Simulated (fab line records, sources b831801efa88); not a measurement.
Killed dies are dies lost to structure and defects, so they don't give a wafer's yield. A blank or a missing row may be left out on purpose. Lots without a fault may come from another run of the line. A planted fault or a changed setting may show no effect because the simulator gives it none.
fab line records | flow gf180mcu
record lots=5 wafers=15 last_day=34
route steps=602 shown DUAL_GATE@144 POLY_GATE@157 HV_LDD@176
lots that met no fault: from a run of the same line without faults
start_h: hours from the record's first day to the start of the lot's first wafer shown | wait_h: hours since the lot's step before | " the same as in the row above | L1.1+2: a row that stands for several wafers | - no value, or no start given | * or withheld: withheld | < > ~ a bound
route shown NAME@n: a module of which the file shows steps, and the number in the route of the first | usual: mean/standard deviation of fault-free wafers | same: alike in all rows | chamber/n: place in a boat | sites: the reading at each site | _std_site: their standard deviation | _edge_site: outer sites' mean less inner sites' | radius_mm: how far each site lies from the wafer's centre | mask NAME#n: copy n | behind: the tool/chamber that last shaped the wafer | hold: why the lot was held/for how many hours/how that ended | device: the transistor (n, p or np) that didn't switch | end of line: the same wafers' tests at the end of the route | a step without rows: its recipe alone | killed: dies lost to structure and defects at the first sort, not the wafer's yield | map: a wafer's dies, x killed, . not, _ none there
set.NAME: the setting as run; set.NAME@STEP: as run at that earlier step | model.NAME: the simulator's own value behind a step, which no gauge read
lots at some steps of the route; a table a step, a row a wafer
services: from which hour (start_h, from the record's first day; less than 0 if before it) a tool's chamber was out of use, for how many hours, and why
## steps
# step GF_DUAL_GATE_THK_MEAS_03
# recipe reads=SiO2_of_DUAL_GATE_OXIDATION_02
# usual DUAL_GATE_OXIDATION_00_THK=10.79/0.18
# columns lot.wafer tool chamber start_h wait_h DUAL_GATE_OXIDATION_00_THK[nm]
L082.1 film_metro-01 - 213.94 0.0 10.77
L082.4 " - " " 10.68
L082.5 " - " " 10.85
L083.2 film_metro-03 - 223.15 0.0 10.42
L083.3 " - " " 10.32
L083.4 " - " " 10.27
L086.1 film_metro-02 - 238.03 0.0 11.07
L086.2 " - " " 11.03
L086.5 " - " " 11.06
L095.2 film_metro-01 - 299.22 0.0 10.88
L095.4 " - " " 11.01
L095.6 " - " " 10.79
L096.3 film_metro-03 - 308.97 0.0 10.68
L096.4 " - " " 10.54
L096.5 " - " " 10.56
# step GF_DUAL_GATE_DEHYDRATE_04
# recipe temp_c=200 time_s=60
# columns lot.wafer tool chamber start_h wait_h
L082.1+4+5 litho_track-03 0 222.22 8.3
L083.2+3+4 litho_track-03 0 231.25 8.1
L086.1+2+5 litho_track-03 0 246.52 8.5
L095.2+4+6 litho_track-01 0 309.10 9.9
L096.3+4+5 litho_track-01 0 318.68 9.7
# step GF_DUAL_GATE_HMDS_05
# recipe prime_time_s=60 prime_temp_c=120
# usual prime_temp_c=120.02/0.12
# columns lot.wafer tool chamber start_h wait_h prime_temp_c
L082.1 litho_track-03 0 222.37 0.1 120.00
L082.4 " 0 " " 119.92
L082.5 " 0 " " 119.87
L083.2 litho_track-03 0 231.40 0.1 120.04
L083.3 " 0 " " 120.18
L083.4 " 0 " " 119.97
L086.1 litho_track-03 0 246.67 0.1 119.94
L086.2 " 0 " " 119.91
L086.5 " 0 " " 120.07
L095.2 litho_track-01 0 309.25 0.1 120.07
L095.4 " 0 " " 119.90
L095.6 " 0 " " 119.96
L096.3 litho_track-01 0 318.83 0.1 120.16
L096.4 " 0 " " 119.94
L096.5 " 0 " " 120.07
# step GF_DUAL_GATE_COAT_06
# recipe resist=NOVOLAK spin_rpm=3000 resist_thk_nm=1000
# columns lot.wafer tool chamber start_h wait_h
L082.1+4+5 litho_track-03 0 222.52 0.1
L083.2+3+4 litho_track-03 0 231.55 0.1
L086.1+2+5 litho_track-03 0 246.82 0.1
L095.2+4+6 litho_track-01 0 309.40 0.1
L096.3+4+5 litho_track-01 0 318.98 0.1
# step GF_DUAL_GATE_SOFTBAKE_07
# recipe temp_c=90 time_s=60 resist=NOVOLAK
# columns lot.wafer tool chamber start_h wait_h
L082.1+4+5 litho_track-03 0 222.67 0.1
L083.2+3+4 litho_track-03 0 231.70 0.1
L086.1+2+5 litho_track-03 0 246.97 0.1
L095.2+4+6 litho_track-01 0 309.55 0.1
L096.3+4+5 litho_track-01 0 319.13 0.1
# step GF_DUAL_GATE_EXPOSE_08
# recipe mask_id=Dualgate target_cd_nm=700 na=0.6 source_shape=conventional sigma_outer=0.6 dose_mj=140
# usual reticle_temp_C=22.99/0.095 stage_vel_mm_s=500.06/0.28
# columns lot.wafer tool chamber start_h wait_h mask reticle_temp_C stage_vel_mm_s
L082.1 iline_stepper-02 0 - - Dualgate#0 22.98 500.74
L082.4 " 0 " " Dualgate#0 23.08 500.56
L082.5 " 0 " " Dualgate#0 23.07 500.40
L083.2 iline_stepper-01 0 - - Dualgate#0 22.85 500.28
L083.3 " 0 " " Dualgate#0 23.09 499.96
L083.4 " 0 " " Dualgate#0 22.90 500.16
L086.1 iline_stepper-01 0 - - Dualgate#0 23.11 499.81
L086.2 " 0 " " Dualgate#0 23.01 499.96
L086.5 " 0 " " Dualgate#0 23.13 499.67
L095.2 iline_stepper-01 0 - - Dualgate#0 22.90 500.41
L095.4 " 0 " " Dualgate#0 22.88 500.74
L095.6 " 0 " " Dualgate#0 22.82 500.40
L096.3 iline_stepper-01 0 - - Dualgate#0 22.95 499.57
L096.4 " 0 " " Dualgate#0 23.09 499.82
L096.5 " 0 " " Dualgate#0 23.12 499.74
# step GF_DUAL_GATE_PEB_09
# recipe temp_c=withheld time_s=* resist=NOVOLAK
# columns lot.wafer tool chamber start_h wait_h
L082.1+4+5 litho_track-01 0 - -
L083.2+3+4 litho_track-03 0 - -
L086.1+2+5 litho_track-04 0 - -
L095.2+4+6 litho_track-03 0 - -
L096.3+4+5 litho_track-03 0 - -
# step GF_DUAL_GATE_DEVELOP_10
# recipe develop_time_s=60 dev_temp_c=23
# columns lot.wafer tool chamber start_h wait_h
L082.1+4+5 litho_track-01 0 231.33 0.1
L083.2+3+4 litho_track-03 0 240.50 0.1
L086.1+2+5 litho_track-04 0 256.09 0.1
L095.2+4+6 litho_track-03 0 319.55 0.1
L096.3+4+5 litho_track-03 0 329.37 0.1
# step GF_DUAL_GATE_OVL_MEAS_11
# usual DUAL_GATE_OVL=1.4/1.4
# columns lot.wafer tool chamber start_h wait_h DUAL_GATE_OVL[nm]
L082.1 overlay-01 - 231.48 0.1 0.9
L082.4 " - " " 0.4
L082.5 " - " " 1.7
L083.2 overlay-01 - 240.63 0.1 0.8
L083.3 " - " " -0.2
L083.4 " - " " 1.1
L086.1 overlay-01 - 256.24 0.1 2.4
L086.2 " - " " 2.1
L086.5 " - " " 3.8
L095.2 overlay-01 - 319.68 0.1 3.6
L095.4 " - " " 3.1
L095.6 " - " " 4.7
L096.3 overlay-02 - 329.48 0.1 2.0
L096.4 " - " " 1.5
L096.5 " - " " 2.4
# step GF_DUAL_GATE_WET_ETCH_12
# recipe chemistry=dHF target_depth_nm=13 dry=n2_spin target=SiO2 temp_c=25 dilution=100:1 time_s=260
# columns lot.wafer tool chamber start_h wait_h
L082.1+4+5 wet_bench-02 3 231.52 0.0
L083.2+3+4 wet_bench-04 1 240.66 0.0
L086.1+2+5 wet_bench-03 1 256.28 0.0
L095.2+4+6 wet_bench-02 3 319.71 0.0
L096.3+4+5 wet_bench-02 1 329.51 0.0
# step GF_DUAL_GATE_STRIP_13
# recipe chemistry=O2/N2 power_w=1400 pressure_mtorr=1500 platen_temp_c=250 o2_flow_sccm=3000 n2_flow_sccm=300 overash_fraction=0.5
# usual drypump_motor_current_A=5.9/0.5 heater_power_w=352/35 o2_flow_sccm=3000/10 oes_product_au=0.717/0.0041 strip_time_to_endpoint_s=12.61/0.033
# columns lot.wafer tool chamber start_h wait_h drypump_motor_current_A heater_power_w o2_flow_sccm oes_product_au rf_hours_counter_h strip_time_to_endpoint_s
L082.1 plasma_asher-01 0 231.60 0.0 6.7 418 3002 0.723 58 12.55
L082.4 " 1 " " 6.0 318 3013 0.725 - 12.58
L082.5 " 1 " " 6.0 314 3010 0.719 - 12.61
L083.2 plasma_asher-01 1 240.74 0.0 6.0 311 2990 0.718 58 12.66
L083.3 " 1 " " 6.0 322 2988 0.718 - 12.64
L083.4 " 0 " " 6.6 409 3025 0.709 - 12.66
L086.1 plasma_asher-01 0 256.36 0.0 6.7 414 3003 0.717 60 12.62
L086.2 " 1 " " 6.0 312 3018 0.720 60 12.60
L086.5 " 0 " " 6.7 407 3003 0.719 - 12.64
L095.2 plasma_asher-01 1 319.79 0.0 6.0 319 2986 0.719 66 12.56
L095.4 " 0 " " 6.6 412 3004 0.723 - 12.53
L095.6 " 0 " " 6.6 410 3000 0.724 - 12.57
L096.3 plasma_asher-02 0 329.62 0.0 5.9 360 3012 0.718 - 12.63
L096.4 " 1 " " 5.7 335 3007 0.713 - 12.60
L096.5 " 0 " " 5.9 370 3008 0.721 - 12.60
# step GF_DUAL_GATE_CLEAN_14
# recipe chemistry=SC1/SC2 mix=1:4:20 temp_c=70 time_s=150 dry=n2_spin
# columns lot.wafer tool chamber start_h wait_h
L082.1+4+5 wet_bench-03 0 231.70 0.1
L083.2+3+4 wet_bench-04 0 240.84 0.1
L086.1+2+5 wet_bench-02 2 256.46 0.1
L095.2+4+6 wet_bench-04 0 319.89 0.1
L096.3+4+5 wet_bench-03 2 329.69 0.0
# step GF_DUAL_GATE_OXIDATION_15
# recipe temp_c=850 ambient=O2 stabilise_s=600 purge_s=300 target_thk_a=70.98 ox_time_s=1995
# columns lot.wafer tool chamber start_h wait_h
L082.1+4+5 furnace-02 0 233.63 1.9
L083.2+3+4 furnace-01 0 241.20 0.3
L086.1+2+5 furnace-01 0 257.24 0.7
L095.2+4+6 furnace-01 0 320.29 0.4
L096.3+4+5 furnace-02 0 329.90 0.2
# step GF_POLY_GATE_CVD_00
# recipe material=poly-Si target_thk_nm=200 temp_c=620 time_s=1200 pressure_mtorr=200
# columns lot.wafer tool chamber start_h wait_h
L082.1+4+5 lpcvd-01 1 235.19 0.0
L083.2+3+4 lpcvd-02 1 242.75 0.0
L086.1+2+5 lpcvd-01 0 258.80 0.0
L095.2+4+6 lpcvd-01 1 321.85 0.0
L096.3+4+5 lpcvd-02 0 331.45 0.0
# step GF_POLY_GATE_THK_MEAS_01
# recipe reads=poly-Si_of_POLY_GATE_CVD_00
# usual POLY_GATE_CVD_00_THK=199.0/2.1
# columns lot.wafer tool chamber start_h wait_h POLY_GATE_CVD_00_THK[nm]
L082.1 film_metro-02 - 237.19 0.0 199.8
L082.4 " - " " 198.4
L082.5 " - " " 200.8
L083.2 film_metro-02 - 244.10 0.0 201.1
L083.3 " - " " 200.5
L083.4 " - " " 200.5
L086.1 film_metro-02 - 260.13 0.0 197.7
L086.2 " - " " 195.8
L086.5 " - " " 197.4
L095.2 film_metro-02 - 323.19 0.0 196.4
L095.4 " - " " 198.8
L095.6 " - " " 199.5
L096.3 film_metro-01 - 334.47 0.0 198.3
L096.4 " - " " 201.5
L096.5 " - " " 200.7
# step GF_POLY_GATE_DEHYDRATE_02
# recipe temp_c=200 time_s=60
# columns lot.wafer tool chamber start_h wait_h
L082.1+4+5 litho_track-01 0 245.63 8.4
L083.2+3+4 litho_track-03 0 252.85 8.7
L086.1+2+5 litho_track-03 0 268.92 8.8
L095.2+4+6 litho_track-03 0 333.50 10.3
L096.3+4+5 litho_track-03 0 344.47 10.0
# step GF_POLY_GATE_HMDS_03
# recipe prime_time_s=60 prime_temp_c=120
# usual prime_temp_c=120.01/0.14
# columns lot.wafer tool chamber start_h wait_h prime_temp_c
L082.1 litho_track-01 0 245.78 0.1 119.96
L082.4 " 0 " " 120.04
L082.5 " 0 " " 119.85
L083.2 litho_track-03 0 253.00 0.1 119.84
L083.3 " 0 " " 119.72
L083.4 " 0 " " 120.08
L086.1 litho_track-03 0 269.07 0.1 119.83
L086.2 " 0 " " 119.88
L086.5 " 0 " " 119.94
L095.2 litho_track-03 0 333.65 0.1 120.09
L095.4 " 0 " " 120.05
L095.6 " 0 " " 119.97
L096.3 litho_track-03 0 344.62 0.1 119.78
L096.4 " 0 " " 119.87
L096.5 " 0 " " 119.91
# step GF_POLY_GATE_COAT_04
# recipe resist=BARC temp_c=withheld time_s=withheld spin_rpm=withheld resist_thk_nm=withheld
# columns lot.wafer tool chamber start_h wait_h
L082.1+4+5 litho_track-01 0 245.93 0.1
L083.2+3+4 litho_track-03 0 253.15 0.1
L086.1+2+5 litho_track-03 0 269.22 0.1
L095.2+4+6 litho_track-03 0 333.80 0.1
L096.3+4+5 litho_track-03 0 344.77 0.1
# step GF_POLY_GATE_COAT_05
# recipe resist=KrF spin_rpm=withheld resist_thk_nm=700
# columns lot.wafer tool chamber start_h wait_h
L082.1+4+5 litho_track-01 0 - -
L083.2+3+4 litho_track-03 0 - -
L086.1+2+5 litho_track-03 0 - -
L095.2+4+6 litho_track-03 0 - -
L096.3+4+5 litho_track-03 0 - -
# step GF_POLY_GATE_SOFTBAKE_06
# recipe temp_c=130 time_s=60 resist=KrF
# columns lot.wafer tool chamber start_h wait_h
L082.1+4+5 litho_track-01 0 - -
L083.2+3+4 litho_track-03 0 - -
L086.1+2+5 litho_track-03 0 - -
L095.2+4+6 litho_track-03 0 - -
L096.3+4+5 litho_track-03 0 - -
# step GF_POLY_GATE_EXPOSE_07
# recipe mask_id=Poly2 target_cd_nm=280 na=0.68 source_shape=conventional sigma_outer=0.6 dose_mj=28
# usual reticle_temp_C=23.00/0.099 stage_vel_mm_s=500.02/0.25
# columns lot.wafer tool chamber start_h wait_h mask reticle_temp_C stage_vel_mm_s
L082.1 krf_scanner-01 0 - - Poly2#0 22.93 499.74
L082.4 " 0 " " Poly2#0 23.03 499.71
L082.5 " 0 " " Poly2#0 22.86 500.18
L083.2 krf_scanner-02 0 - - Poly2#0 23.05 500.41
L083.3 " 0 " " Poly2#0 23.00 500.48
L083.4 " 0 " " Poly2#0 23.13 500.14
L086.1 krf_scanner-01 0 - - Poly2#0 23.07 500.25
L086.2 " 0 " " Poly2#0 23.24 500.03
L086.5 " 0 " " Poly2#0 23.10 500.26
L095.2 krf_scanner-02 0 - - Poly2#0 22.86 500.12
L095.4 " 0 " " Poly2#0 22.93 500.00
L095.6 " 0 " " Poly2#0 22.90 500.17
L096.3 krf_scanner-02 0 - - Poly2#0 22.96 500.23
L096.4 " 0 " " Poly2#0 23.04 500.39
L096.5 " 0 " " Poly2#0 23.00 500.51
# step GF_POLY_GATE_PEB_08
# recipe peb_temp_c=135 peb_time_s=90 resist=KrF
# columns lot.wafer tool chamber start_h wait_h
L082.1+4+5 litho_track-03 0 - -
L083.2+3+4 litho_track-02 0 - -
L086.1+2+5 litho_track-02 0 - -
L095.2+4+6 litho_track-02 0 - -
L096.3+4+5 litho_track-01 0 - -
# step GF_POLY_GATE_DEVELOP_09
# recipe develop_time_s=60 resist=KrF dev_temp_c=21
# columns lot.wafer tool chamber start_h wait_h
L082.1+4+5 litho_track-03 0 255.42 0.2
L083.2+3+4 litho_track-02 0 262.77 0.2
L086.1+2+5 litho_track-02 0 279.35 0.2
L095.2+4+6 litho_track-02 0 344.57 0.2
L096.3+4+5 litho_track-01 0 356.08 0.1
# step GF_POLY_GATE_CD_MEAS_10
# recipe target_cd_nm=280
# usual cd_nm=280.1/1.3
# columns lot.wafer tool chamber start_h wait_h cd_nm
L082.1 cd_sem-02 - 255.57 0.1 279.7
L082.4 " - " " 280.2
L082.5 " - " " 280.9
L083.2 cd_sem-01 - 262.92 0.1 280.6
L083.3 " - " " 280.9
L083.4 " - " " 280.4
L086.1 cd_sem-02 - 279.50 0.1 280.1
L086.2 " - " " 281.7
L086.5 " - " " 278.9
L095.2 cd_sem-02 - 344.72 0.1 280.3
L095.4 " - " " 280.1
L095.6 " - " " 280.2
L096.3 cd_sem-01 - 356.22 0.1 280.9
L096.4 " - " " 281.0
L096.5 " - " " 281.3
# step GF_POLY_GATE_OVL_MEAS_11
# usual POLY_GATE_OVL=1/5.4
# columns lot.wafer tool chamber start_h wait_h POLY_GATE_OVL[nm]
L082.1 overlay-02 - 255.69 0.1 -5
L082.4 " - " " 2
L082.5 " - " " 2
L083.2 overlay-01 - 263.02 0.1 1
L083.3 " - " " -8
L083.4 " - " " 3
L086.1 overlay-01 - 279.62 0.1 -5
L086.2 " - " " -1
L086.5 " - " " -1
L095.2 overlay-01 - 344.82 0.1 -2
L095.4 " - " " 10
L095.6 " - " " 6
L096.3 overlay-02 - 356.31 0.1 -5
L096.4 " - " " -4
L096.5 " - " " 1
# step GF_POLY_GATE_ETCH_12
# recipe chemistry=N2/H2 target_depth_a=withheld overetch_a=withheld time_s=withheld target=BARC ion_energy_ev=200 source_w=500 bias_w=100 pressure_mtorr=30 n2_flow_sccm=100 h2_flow_sccm=200
# usual drypump_motor_current_A=5.7/0.4 oes_product_au=0.735/0.0047 throttle_valve_pct=13.213/0.0095
# columns lot.wafer tool chamber start_h wait_h drypump_motor_current_A oes_product_au throttle_valve_pct
L082.1 rie_diel-01 3 255.73 0.0 6.0 0.731 13.206
L082.4 " 1 " " 5.5 0.731 13.210
L082.5 " 3 " " 6.0 0.738 13.212
L083.2 rie_diel-03 1 263.05 0.0 5.9 0.737 13.215
L083.3 " 3 " " 6.0 0.726 13.202
L083.4 " 2 " " 5.3 0.732 13.218
L086.1 rie_diel-04 2 279.65 0.0 5.8 0.741 13.229
L086.2 " 0 " " 5.5 0.742 13.203
L086.5 " 1 " " 5.8 0.741 13.216
L095.2 rie_diel-03 0 344.85 0.0 6.6 0.738 13.216
L095.4 " 1 " " 5.9 0.733 13.218
L095.6 " 2 " " 5.4 0.738 13.216
L096.3 rie_diel-01 2 356.33 0.0 5.0 0.734 13.211
L096.4 " 1 " " 5.5 0.732 13.201
L096.5 " 0 " " 5.1 0.736 13.216
# step GF_POLY_GATE_ETCH_13
# recipe target=poly-Si target_depth_nm=198.5 stop_on=SiO2 over_etch_frac=0.403 chemistry=HBr/Cl2 icp_w=400 bias_w=100 pressure_mtorr=10 HBr_flow_sccm=150 Cl2_flow_sccm=50 time_s=69.6
# usual drypump_motor_current_A=5.5/0.54 oes_product_au=0.988/0.0074 throttle_valve_pct=33.684/0.0094
# columns lot.wafer tool chamber start_h wait_h drypump_motor_current_A oes_product_au rf_hours_counter_h throttle_valve_pct
L082.1 rie_si-01 1 255.78 - 5.8 1.005 1 33.680
L082.4 " 2 " " 5.4 0.989 0 33.672
L082.5 " 3 " " 5.5 0.997 - 33.683
L083.2 rie_si-01 1 263.11 - 5.7 1.003 1 33.671
L083.3 " 0 " " 5.1 0.994 1 33.689
L083.4 " 2 " " 5.4 0.989 0 33.676
L086.1 rie_si-02 1 279.71 - 5.0 0.980 74 33.693
L086.2 " 3 " " 4.7 0.982 68 33.683
L086.5 " 2 " " 6.7 0.993 - 33.688
L095.2 rie_si-01 2 344.90 - 5.4 0.979 1 33.696
L095.4 " 1 " " 5.7 0.992 2 33.697
L095.6 " 2 " " 5.4 0.987 - 33.681
L096.3 rie_si-01 3 356.39 - 5.5 0.988 54 33.690
L096.4 " 0 " " 5.2 0.981 2 33.684
L096.5 " 2 " " 5.4 0.986 - 33.691
# step GF_POLY_GATE_STRIP_14
# recipe chemistry=O2/N2 power_w=1400 pressure_mtorr=1500 platen_temp_c=250 o2_flow_sccm=3000 n2_flow_sccm=300 overash_fraction=0.5
# usual drypump_motor_current_A=5.6/0.58 heater_power_w=355/48 o2_flow_sccm=3000/7.9 oes_product_au=0.505/0.0048
# columns lot.wafer tool chamber start_h wait_h drypump_motor_current_A heater_power_w o2_flow_sccm oes_product_au rf_hours_counter_h
L082.1 plasma_asher-01 1 255.84 0.0 6.0 321 2999 0.510 60
L082.4 " 0 " " 6.7 418 3020 0.498 -
L082.5 " 1 " " 6.0 315 3005 0.495 -
L083.2 plasma_asher-04 1 263.16 0.0 5.2 438 2997 0.502 64
L083.3 " 0 " " 5.0 298 2986 0.503 -
L083.4 " 1 " " 5.2 445 3007 0.514 -
L086.1 plasma_asher-01 0 279.76 0.0 6.7 420 3004 0.498 62
L086.2 " 1 " " 6.0 315 3002 0.500 62
L086.5 " 1 " " 6.0 322 2998 0.499 -
L095.2 plasma_asher-04 1 344.96 0.0 5.2 425 3020 0.507 74
L095.4 " 1 " " 5.2 432 3005 0.515 -
L095.6 " 1 " " 5.2 429 3007 0.495 -
L096.3 plasma_asher-04 0 356.47 0.1 5.0 298 3002 0.503 -
L096.4 " 1 " " 5.2 436 3003 0.503 -
L096.5 " 1 " " 5.2 435 3013 0.503 -
# step GF_POLY_GATE_CLEAN_15
# recipe chemistry=SC1/SC2 mix=1:4:20 temp_c=70 time_s=150 dry=n2_spin
# columns lot.wafer tool chamber start_h wait_h
L082.1+4+5 wet_bench-02 0 255.94 0.1
L083.2+3+4 wet_bench-01 2 263.26 0.1
L086.1+2+5 wet_bench-02 3 279.86 0.1
L095.2+4+6 wet_bench-04 0 345.06 0.1
L096.3+4+5 wet_bench-02 0 356.54 0.0
# step GF_POLY_GATE_OXIDATION_16
# recipe temp_c=850 ambient=O2 stabilise_s=600 purge_s=300 target_thk_a=40 ox_time_s=899
# columns lot.wafer tool chamber start_h wait_h
L082.1+4+5 furnace-01 0 255.99 0.0
L083.2+3+4 furnace-01 0 263.31 0.0
L086.1+2+5 furnace-02 0 279.91 0.0
L095.2+4+6 furnace-01 0 345.11 0.0
L096.3+4+5 furnace-01 0 356.60 0.0
# step GF_POLY_GATE_THK_MEAS_17
# recipe reads=SiO2_of_POLY_GATE_OXIDATION_16
# usual POLY_GATE_OXIDATION_THK=3.97/0.087
# columns lot.wafer tool chamber start_h wait_h POLY_GATE_OXIDATION_THK[nm]
L082.1 film_metro-01 - 257.24 0.0 3.98
L082.4 " - " " 3.96
L082.5 " - " " 4.03
L083.2 film_metro-02 - 264.57 0.0 3.91
L083.3 " - " " 3.92
L083.4 " - " " 3.90
L086.1 film_metro-04 - 281.16 0.0 4.04
L086.2 " - " " 3.97
L086.5 " - " " 4.01
L095.2 film_metro-01 - 346.37 0.0 3.95
L095.4 " - " " 4.00
L095.6 " - " " 3.98
L096.3 film_metro-02 - 357.86 0.0 4.08
L096.4 " - " " 3.98
L096.5 " - " " 4.05
# step GF_POLY_GATE_CD_MEAS_18
# usual cd_nm=279.6/2
# columns lot.wafer tool chamber start_h wait_h cd_nm
L082.1 cd_sem-01 - 257.30 0.1 279.8
L082.4 " - " " 279.1
L082.5 " - " " 280.8
L083.2 cd_sem-02 - 264.65 0.1 279.1
L083.3 " - " " 283.0
L083.4 " - " " 280.5
L086.1 cd_sem-02 - 281.22 0.1 278.8
L086.2 " - " " 278.4
L086.5 " - " " 280.0
L095.2 cd_sem-02 - 346.45 0.1 278.8
L095.4 " - " " 275.9
L095.6 " - " " 280.6
L096.3 cd_sem-01 - 357.96 0.1 281.7
L096.4 " - " " 279.5
L096.5 " - " " 279.6
# step GF_HV_LDD_DEHYDRATE_00
# recipe temp_c=200 time_s=60
# columns lot.wafer tool chamber start_h wait_h
L082.1+4+5 litho_track-03 0 266.32 9.0
L083.2+3+4 litho_track-02 0 274.12 9.4
L086.1+2+5 litho_track-03 0 290.42 9.2
L095.2+4+6 litho_track-02 0 357.22 10.7
L096.3+4+5 litho_track-04 0 368.49 10.5
# step GF_HV_LDD_HMDS_01
# recipe prime_time_s=60 prime_temp_c=120
# usual prime_temp_c=119.99/0.13
# columns lot.wafer tool chamber start_h wait_h prime_temp_c
L082.1 litho_track-03 0 266.47 0.1 119.87
L082.4 " 0 " " 120.21
L082.5 " 0 " " 120.06
L083.2 litho_track-02 0 274.27 0.1 119.77
L083.3 " 0 " " 119.83
L083.4 " 0 " " 120.09
L086.1 litho_track-03 0 290.57 0.1 119.87
L086.2 " 0 " " 120.13
L086.5 " 0 " " 119.98
L095.2 litho_track-02 0 357.37 0.1 120.04
L095.4 " 0 " " 120.08
L095.6 " 0 " " 120.20
L096.3 litho_track-04 0 368.64 0.1 119.91
L096.4 " 0 " " 120.01
L096.5 " 0 " " 120.06
# step GF_HV_LDD_COAT_02
# recipe resist=NOVOLAK spin_rpm=3000 resist_thk_nm=1000
# columns lot.wafer tool chamber start_h wait_h
L082.1+4+5 litho_track-03 0 266.62 0.1
L083.2+3+4 litho_track-02 0 274.42 0.1
L086.1+2+5 litho_track-03 0 290.72 0.1
L095.2+4+6 litho_track-02 0 357.52 0.1
L096.3+4+5 litho_track-04 0 368.79 0.1
# step GF_HV_LDD_SOFTBAKE_03
# recipe temp_c=90 time_s=60 resist=NOVOLAK
# columns lot.wafer tool chamber start_h wait_h
L082.1+4+5 litho_track-03 0 266.77 0.1
L083.2+3+4 litho_track-02 0 274.57 0.1
L086.1+2+5 litho_track-03 0 290.87 0.1
L095.2+4+6 litho_track-02 0 357.67 0.1
L096.3+4+5 litho_track-04 0 368.94 0.1
# step GF_HV_LDD_EXPOSE_04
# recipe mask_id=Nplus_LV_AREA target_cd_nm=400 na=0.6 source_shape=conventional sigma_outer=0.6 dose_mj=140
# usual reticle_temp_C=23.00/0.11 stage_vel_mm_s=499.97/0.28
# columns lot.wafer tool chamber start_h wait_h mask reticle_temp_C stage_vel_mm_s
L082.1 iline_stepper-01 0 - - Nplus_LV_AREA#0 22.97 499.64
L082.4 " 0 " " Nplus_LV_AREA#0 22.91 499.77
L082.5 " 0 " " Nplus_LV_AREA#0 22.98 499.49
L083.2 iline_stepper-01 0 - - Nplus_LV_AREA#0 22.93 499.65
L083.3 " 0 " " Nplus_LV_AREA#0 22.74 499.81
L083.4 " 0 " " Nplus_LV_AREA#0 22.87 499.98
L086.1 iline_stepper-02 0 - - Nplus_LV_AREA#0 23.05 499.81
L086.2 " 0 " " Nplus_LV_AREA#0 22.96 499.81
L086.5 " 0 " " Nplus_LV_AREA#0 22.97 499.86
L095.2 iline_stepper-02 0 - - Nplus_LV_AREA#0 23.08 500.49
L095.4 " 0 " " Nplus_LV_AREA#0 23.10 499.79
L095.6 " 0 " " Nplus_LV_AREA#0 23.07 500.06
L096.3 iline_stepper-02 0 - - Nplus_LV_AREA#0 23.08 499.92
L096.4 " 0 " " Nplus_LV_AREA#0 23.10 499.59
L096.5 " 0 " " Nplus_LV_AREA#0 22.96 499.54
# step GF_HV_LDD_PEB_05
# recipe temp_c=withheld time_s=* resist=NOVOLAK
# columns lot.wafer tool chamber start_h wait_h
L082.1+4+5 litho_track-03 0 - -
L083.2+3+4 litho_track-03 0 - -
L086.1+2+5 litho_track-02 0 - -
L095.2+4+6 litho_track-03 0 - -
L096.3+4+5 litho_track-02 0 - -
# step GF_HV_LDD_DEVELOP_06
# recipe develop_time_s=60 dev_temp_c=23
# columns lot.wafer tool chamber start_h wait_h
L082.1+4+5 litho_track-03 0 276.37 0.1
L083.2+3+4 litho_track-03 0 284.20 0.1
L086.1+2+5 litho_track-02 0 300.80 0.1
L095.2+4+6 litho_track-03 0 368.25 0.1
L096.3+4+5 litho_track-02 0 380.30 0.1
# step GF_HV_LDD_CD_MEAS_07
# recipe target_cd_nm=400
# usual cd_nm=400.3/2
# columns lot.wafer tool chamber start_h wait_h cd_nm
L082.1 cd_sem-02 - 276.52 0.1 398.0
L082.4 " - " " 399.3
L082.5 " - " " 399.2
L083.2 cd_sem-01 - 284.34 0.1 400.5
L083.3 " - " " 400.9
L083.4 " - " " 401.7
L086.1 cd_sem-02 - 300.95 0.1 402.0
L086.2 " - " " 400.6
L086.5 " - " " 399.5
L095.2 cd_sem-01 - 368.39 0.1 400.5
L095.4 " - " " 399.6
L095.6 " - " " 401.2
L096.3 cd_sem-02 - 380.44 0.1 398.2
L096.4 " - " " 398.0
L096.5 " - " " 399.0
# step GF_HV_LDD_OVL_MEAS_08
# usual HV_LDD_OVL=0.6/1
# columns lot.wafer tool chamber start_h wait_h HV_LDD_OVL[nm]
L082.1 overlay-02 - 276.64 0.1 0.8
L082.4 " - " " 1.4
L082.5 " - " " 2.7
L083.2 overlay-02 - 284.45 0.1 2.4
L083.3 " - " " 1.2
L083.4 " - " " 1.6
L086.1 overlay-01 - 301.07 0.1 0.6
L086.2 " - " " -0.2
L086.5 " - " " 1.5
L095.2 overlay-01 - 368.50 0.1 1.1
L095.4 " - " " 0.7
L095.6 " - " " 1.6
L096.3 overlay-01 - 380.53 0.1 0.5
L096.4 " - " " 1.5
L096.5 " - " " 1.9
# step GF_HV_LDD_IMPLANT_09
# recipe species=As energy_kev=40 dose_cm2=1e+14 tilt_deg=7
# usual end_station_pressure_torr=5.44e-06/2.9e-07
# columns lot.wafer tool chamber start_h wait_h end_station_pressure_torr
L082.1 implanter-01 0 276.68 0.0 5.65e-06
L082.4 " 0 " " 5.79e-06
L082.5 " 0 " " 5.24e-06
L083.2 implanter-03 0 284.50 0.0 5.45e-06
L083.3 " 0 " " 5.19e-06
L083.4 " 0 " " 5.37e-06
L086.1 implanter-01 0 301.10 0.0 5.28e-06
L086.2 " 0 " " 5e-06
L086.5 " 0 " " 5.47e-06
L095.2 implanter-01 0 368.55 0.0 5.72e-06
L095.4 " 0 " " 5.14e-06
L095.6 " 0 " " 5.7e-06
L096.3 implanter-01 0 380.60 0.1 4.92e-06
L096.4 " 0 " " 5.26e-06
L096.5 " 0 " " 5.74e-06
## services
# columns tool chamber start_h hours kind
iline_stepper-02 - 207.35 1.7 pm
krf_scanner-01 - 212.53 1.0 pm
furnace-01 - 217.34 3.2 pm
lpcvd-02 - 222.03 2.5 repair
krf_scanner-01 - 222.06 1.3 pm
furnace-02 - 222.08 3.4 pm
krf_scanner-02 - 224.10 4.4 pm
rie_diel-03 0 229.28 23.2 repair
rie_diel-01 - 236.42 0.3 repair
krf_scanner-01 - 238.44 4.4 pm
krf_scanner-02 - 246.23 1.3 pm
rie_diel-03 - 254.75 0.4 repair
plasma_asher-01 - 282.93 7.6 repair
krf_scanner-02 - 288.45 1.0 pm
wet_bench-04 - 298.95 2.1 repair
krf_scanner-02 - 304.59 7.2 pm
iline_stepper-01 - 330.94 1.7 pm
krf_scanner-02 - 332.13 0.8 pm
iline_stepper-01 - 333.56 4.4 pm
iline_stepper-01 - 339.39 0.7 repair
implanter-01 - 340.44 15.1 repair
plasma_asher-04 - 347.79 2.5 repair
rie_si-01 1 357.92 76.5 repair
lpcvd-01 - 371.03 1.0 repair
## key
fault none
